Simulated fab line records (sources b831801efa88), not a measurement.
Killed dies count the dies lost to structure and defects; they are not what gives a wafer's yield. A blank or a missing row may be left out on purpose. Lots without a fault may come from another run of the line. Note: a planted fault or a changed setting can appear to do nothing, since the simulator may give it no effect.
A struck lot beside a sound one | flow sky130 | 23 steps out of a route of 708
Sound: the wafers L840.1, L840.3, L840.6. Wafers L856.2, L856.5, L856.6 were the ones struck. At the end, the cause is stated.
At each step with rows: each side's tool, then ch and its chambers, then its first start. Under that, the readings that differ: sound wafers | struck wafers | difference of the means | sigmas: that difference in standard deviations of wafers without a fault.
alike: readings with means less than 2 such deviations apart, plus words and numbers identical on both sides. not compared: withheld readings, readings lacking a value on some wafer, bounds such as >300 that could conceal the same value, and numbers that have no deviation in the record and whose values overlap.
Wherever a step has rows on one side only, a row that says differs or no value, or a row with sigmas, the two part there. Non-overlapping numbers with no deviation appear without sigmas and do not part them. A reading that every wafer of one side lacks parts them only if that side has two wafers or more.

first, 1 step without rows for these wafers: SKY_SONOS_ONO_DEVELOP_12 (develop time 60 s).
SKY_SONOS_ONO_CD_MEAS_13: target cd 410 nm.
  sound on cd-sem-01, day 14 01:21; struck on cd-sem-02, day 19 06:41
  alike: cd-nm
SKY_SONOS_ONO_OVL_MEAS_14:
  sound on overlay-01, day 14 01:28; struck on overlay-02, day 19 06:47
  alike: SONOS_ONO_OVL
SKY_SONOS_ONO_ETCH_15: etches the open film in CHF3/O2, target depth 19.52 nm, time 7.8 s.
  sound on rie-diel-01 ch 0,2,3, day 14 01:31; struck on rie-diel-04 ch 2,3, day 19 06:49
  alike: chf3-flow-sccm, drypump-motor-current-A, oes-product-au, throttle-valve-pct
  not compared: rf-hours-counter-h
then, 1 step without rows for these wafers: SKY_SONOS_ONO_WET_ETCH_16 (etches SiO2 in dHF, target depth 14 nm, time 280 s).
SKY_SONOS_ONO_STRIP_17: strips in O2/N2.
  sound on plasma-asher-03 ch 0,1, day 14 01:37; struck on plasma-asher-03 ch 0,1, day 19 06:55
  alike: drypump-motor-current-A, oes-product-au, strip-time-to-endpoint-s
  not compared: rf-hours-counter-h
then, 3 steps without rows for these wafers: SKY_SONOS_ONO_WET_ETCH_18 (etches Si3N4 in H3PO4, target depth 15 nm, time 172 s); SKY_GATE_OXIDE_CLEAN_00 (cleans in SC1/SC2, time 150 s); SKY_GATE_OXIDE_OXIDATION_01 (stabilise 600 s, purge 300 s, target thk 10.268 nm).
SKY_GATE_OXIDE_THK_MEAS_02:
  sound on film-metro-02, day 14 04:26; struck on film-metro-04, day 19 11:29
  reading                          | sound          | struck         | difference | sigmas
  GATE_OXIDE_OXIDATION_00_THK (nm) | 9.72 9.70 9.76 | 9.11 9.05 9.01 | -0.67      | -3
then, 2 steps without rows for these wafers: SKY_GATE_OXIDE_DEHYDRATE_03 (time 60 s); SKY_GATE_OXIDE_HMDS_04 (prime time 60 s).
SKY_GATE_OXIDE_COAT_05: resist thk 1140 nm.
  sound on litho-track-02 ch 0, day 14 17:40; struck on litho-track-02 ch 0, day 20 02:41
  reading                                         | sound          | struck            | difference | sigmas
  model.NOVOLAK_of_GATE_OXIDE_COAT_05.thk-nm (nm) | 1144 1144 1145 | 487.9 487.8 485.9 | -657.1     |
  alike: chill-plate-temp-C
then, 3 steps without rows for these wafers: SKY_GATE_OXIDE_SOFTBAKE_06 (time 60 s); SKY_GATE_OXIDE_EXPOSE_07 (exposes mask LVOM, target cd 600 nm); SKY_GATE_OXIDE_PEB_08.
SKY_GATE_OXIDE_DEVELOP_09: develop time 60 s.
  sound on litho-track-02 ch 0, day 15 06:40; struck on litho-track-02 ch 0, day 20 18:17
  reading                                         | sound             | struck            | difference | sigmas
  chill-plate-temp-C (C)                          | 23.15 23.19 23.15 | 22.76 22.80 22.76 | -0.39      | -3
  model.NOVOLAK_of_GATE_OXIDE_COAT_05.thk-nm (nm) | 1144 1144 1145    | 487.5 487.4 485.5 | -657.5     |
SKY_GATE_OXIDE_OVL_MEAS_10:
  sound on overlay-01, day 15 06:49; struck on overlay-02, day 20 18:25
  alike: GATE_OXIDE_OVL
then, 2 steps without rows for these wafers: SKY_GATE_OXIDE_IMPLANT_11; SKY_GATE_OXIDE_WET_ETCH_12 (etches SiO2 in dHF, target depth 16.8 nm, time 336 s).
SKY_GATE_OXIDE_STRIP_13: strips in O2/N2.
  sound on plasma-asher-04 ch 1, day 15 07:05; struck on plasma-asher-02 ch 0,1, day 20 18:41
  reading                      | sound             | struck            | difference | sigmas
  drypump-motor-current-A (A)  | 4.8 4.8 4.8       | 6.1 6.1 5.8       | +1.2       | +2
  oes-product-au (a.u.)        | 0.718 0.716 0.721 | 0.507 0.503 0.506 | -0.213     | -47
  strip-time-to-endpoint-s (s) | 14.22 14.22 14.26 | 6.52 6.52 6.49    | -7.72      | -99 or more
  not compared: rf-hours-counter-h
SKY_GATE_OXIDE_TW_MEAS_14:
  sound on film-metro-04, day 15 07:11; struck on film-metro-02, day 20 18:48
  alike: GATE_OXIDE_TW
-- the record jumps here: 30 days lie between the struck wafers' starts before and after (it left off in module GATE_OXIDE and takes up again in module PAD_OPEN, whose first step shown is number 708 of the route) --
SKY_PAD_OPEN_PROBE_99:
  sound on prober-01, day 47 02:31; struck on prober-01, day 50 07:22
  alike: killed_at_M0_to_M3, killed_at_M4_up, killed-at-contacts, killed-at-front-end, killed-at-other, killed-dies, killed-open, killed-short

## WHERE THEY PART
First at SKY_GATE_OXIDE_THK_MEAS_02; last, within this record, at SKY_GATE_OXIDE_STRIP_13. Later steps at which nothing parts them and some readings are alike: SKY_GATE_OXIDE_TW_MEAS_14, SKY_PAD_OPEN_PROBE_99.

WHY: the cause the simulator had injected
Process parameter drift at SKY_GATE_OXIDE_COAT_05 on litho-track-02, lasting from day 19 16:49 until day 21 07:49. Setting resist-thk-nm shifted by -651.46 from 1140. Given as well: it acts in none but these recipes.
